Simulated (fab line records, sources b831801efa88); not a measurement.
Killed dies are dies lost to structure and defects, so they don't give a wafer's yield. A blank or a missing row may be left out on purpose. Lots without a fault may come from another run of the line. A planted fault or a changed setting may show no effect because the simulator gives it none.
Which tool did it? | flow sky130 | 12 lots, 36 wafers sampled, at 4 steps of a route of 708

WHAT THE GAUGES READ, wafer by wafer
SKY_PWDE_TW_MEAS_10. Usual: PWDE_TW 373.8, standard deviation 2.3.
lot  | measured    | on            | PWDE_TW           | flag
L377 | day 3 21:42 | film_metro-03 | 374.0 373.5 373.1 |
L380 | day 4 21:13 | film_metro-01 | 371.5 371.5 372.3 |
L384 | day 5 19:01 | film_metro-02 | 375.4 379.0 376.7 |
L389 | day 6 14:45 | film_metro-01 | 372.3 372.0 370.7 |
L390 | day 6 20:10 | film_metro-01 | 370.9 369.9 371.1 |
L391 | day 7 00:26 | film_metro-02 | 372.3 374.9 371.4 |
L394 | day 7 16:42 | film_metro-01 | 373.3 373.5 372.2 |
L395 | day 8 00:04 | film_metro-02 | 376.8 376.6 379.1 |
L396 | day 8 05:37 | film_metro-03 | 372.7 373.9 373.9 |
L397 | day 8 13:22 | film_metro-02 | 375.6 375.2 375.4 |
L399 | day 8 23:02 | film_metro-02 | 378.9 377.5 377.8 |
L400 | day 9 04:20 | film_metro-02 | 377.0 373.8 375.8 |

SKY_VT_ADJUST_HVTP_TW_MEAS_11. Usual: VT_ADJUST_HVTP_TW 1353, standard deviation 8.5.
lot  | measured     | on            | VT_ADJUST_HVTP_TW | flag
L377 | day 6 01:37  | film_metro-04 | 1362 1364 1360    |
L380 | day 7 04:36  | film_metro-01 | 1352 1354 1350    |
L384 | day 8 02:11  | film_metro-04 | 1364 1371 1368    |
L389 | day 9 00:47  | film_metro-03 | 1400 1395 1393    | OFF
L390 | day 9 06:44  | film_metro-03 | 1396 1397 1404    | OFF
L391 | day 9 12:58  | film_metro-01 | 1408 1405 1404    | OFF
L394 | day 10 05:47 | film_metro-01 | 1349 1350 1340    |
L395 | day 10 17:40 | film_metro-03 | 1339 1341 1343    |
L396 | day 11 01:07 | film_metro-04 | 1359 1362 1357    |
L397 | day 11 07:44 | film_metro-03 | 1346 1353 1352    |
L399 | day 11 17:53 | film_metro-01 | 1343 1344 1341    |
L400 | day 12 00:50 | film_metro-04 | 1372 1369 1368    |

WHICH TOOL RAN EACH LOT (tool, then ch and the chambers of the sampled wafers, then the start)
lot  | SKY_PWDE_STRIP_09                   | SKY_VT_ADJUST_HVTP_IMPLANT_09
L377 | plasma_asher-04 ch 0,1, day 3 21:35 | implanter-03 ch 0, day 6 01:23
L380 | plasma_asher-04 ch 0,1, day 4 21:07 | implanter-03 ch 0, day 7 04:23
L384 | plasma_asher-02 ch 1, day 5 18:55   | implanter-01 ch 0, day 8 01:58
L389 | plasma_asher-04 ch 0,1, day 6 14:38 | implanter-01 ch 0, day 9 00:34
L390 | plasma_asher-03 ch 0,1, day 6 20:03 | implanter-01 ch 0, day 9 06:31
L391 | plasma_asher-02 ch 0,1, day 7 00:14 | implanter-01 ch 0, day 9 12:46
L394 | plasma_asher-03 ch 0,1, day 7 16:36 | implanter-03 ch 0, day 10 05:32
L395 | plasma_asher-02 ch 0,1, day 7 23:57 | implanter-03 ch 0, day 10 17:26
L396 | plasma_asher-04 ch 0,1, day 8 05:30 | implanter-03 ch 0, day 11 00:53
L397 | plasma_asher-02 ch 0,1, day 8 13:15 | implanter-02 ch 0, day 11 07:30
L399 | plasma_asher-04 ch 0,1, day 8 22:56 | implanter-03 ch 0, day 11 17:40
L400 | plasma_asher-04 ch 1, day 9 04:14   | implanter-02 ch 0, day 12 00:35
- SKY_PWDE_STRIP_09: strips in O2/N2.
- SKY_VT_ADJUST_HVTP_IMPLANT_09

WHAT THE TOOLS THEMSELVES READ (means of the sampled wafers that have a number; where no wafer has one, the mark that the record gives instead)
SKY_PWDE_STRIP_09. Usual: chamber_pressure_mTorr 1500.0 mTorr, standard deviation 1.3; drypump_motor_current_A 5.8 A, standard deviation 0.52; oes_product_au 0.723 a.u., standard deviation 0.0045; strip_time_to_endpoint_s 36.96 s, standard deviation 0.11.
lot  | tool            | chamber_pressure_mTorr (mTorr) | drypump_motor_current_A (A) | oes_product_au (a.u.) | strip_time_to_endpoint_s (s) | flag
L377 | plasma_asher-04 | 1499.7                         | 5.6                         | 0.730                 | 37.09                        |
L380 | plasma_asher-04 | 1501.9                         | 6.1                         | 0.719                 | 36.87                        |
L384 | plasma_asher-02 | 1499.2                         | 5.7                         | 0.721                 | 36.80                        |
L389 | plasma_asher-04 | 1500.2                         | 5.6                         | 0.727                 | 37.04                        |
L390 | plasma_asher-03 | 1500.8                         | 5.9                         | 0.722                 | 36.90                        |
L391 | plasma_asher-02 | 1500.9                         | 5.6                         | 0.722                 | 36.90                        |
L394 | plasma_asher-03 | 1500.0                         | 5.9                         | 0.730                 | 36.97                        |
L395 | plasma_asher-02 | 1498.7                         | 5.7                         | 0.719                 | 37.05                        |
L396 | plasma_asher-04 | 1499.6                         | 5.6                         | 0.723                 | 36.97                        |
L397 | plasma_asher-02 | 1499.0                         | 5.6                         | 0.723                 | 37.03                        |
L399 | plasma_asher-04 | 1499.4                         | 5.6                         | 0.726                 | 36.96                        |
L400 | plasma_asher-04 | 1499.8                         | 5.0                         | 0.723                 | 37.08                        |

SKY_VT_ADJUST_HVTP_IMPLANT_09. Usual: beam_energy_keV 150.00, standard deviation 0.049; beam_on_s 9.99 s, standard deviation 0.19; end_station_pressure_torr 5e-06 Torr, standard deviation 2.6e-07.
lot  | tool         | beam_energy_keV | beam_on_s (s) | end_station_pressure_torr (Torr) | flag
L377 | implanter-03 | 150.04          | 9.91          | 5e-06                            |
L380 | implanter-03 | 150.00          | 9.85          | 5e-06                            |
L384 | implanter-01 | 149.99          | 10.01         | 5e-06                            |
L389 | implanter-01 | 172.50          | 10.04         | 5e-06                            | OFF
L390 | implanter-01 | 172.53          | 10.02         | 5e-06                            | OFF
L391 | implanter-01 | 172.52          | 9.79          | 5e-06                            | OFF
L394 | implanter-03 | 150.06          | 9.87          | 5e-06                            |
L395 | implanter-03 | 150.02          | 9.95          | 5e-06                            |
L396 | implanter-03 | 150.02          | 9.96          | 5e-06                            |
L397 | implanter-02 | 149.94          | 9.98          | 5e-06                            |
L399 | implanter-03 | 149.97          | 10.09         | 5e-06                            |
L400 | implanter-02 | 149.97          | 10.07         | 5e-06                            |

THE ANSWER, worked out from the rows above alone
Rule: a lot is off if the mean of its wafers that have a number lies more than 3 standard deviations from the usual mean. A lot without any number at a reading at which 4 lots or more have one is off too. The other lots that the step has rows for count as sound. The gauges are gone through in route order, then the tools' own readings, and for those a lot's mean is taken as printed above. The first step at which some lot is off is used, and at that step the reading that is off furthest; a lot without a number counts as furthest.
Off: L389, L390, L391, at SKY_VT_ADJUST_HVTP_TW_MEAS_11 (VT_ADJUST_HVTP_TW).
A tool fits if, at a process step before that reading, it ran every lot that is off, and no sound lot after the first of them. The gauges at SKY_VT_ADJUST_HVTP_TW_MEAS_11 aren't tried: what is off there is off at SKY_VT_ADJUST_HVTP_IMPLANT_09 too, on other tools, and a gauge's error can't cause that. One fits: implanter-01 at SKY_VT_ADJUST_HVTP_IMPLANT_09. Its last sound lot is L384 (day 8 01:58), its first lot that is off L389 (day 9 00:34): a fault that began between those two fits.
The tool's own readings at SKY_VT_ADJUST_HVTP_IMPLANT_09 bear it out: on the lots that are off they differ by more than 5 times the standard deviation of the sound lots' means. beam_energy_keV reads 172.52 there against 150.00 on the sound lots.

WHAT THE SIMULATOR HAD PUT IN
Process parameter drift: implanter-01, from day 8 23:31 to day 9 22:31, at SKY_VT_ADJUST_HVTP_IMPLANT_09. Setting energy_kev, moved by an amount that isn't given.
Lots struck among those shown: L389, L390, L391. The rule above found the same.
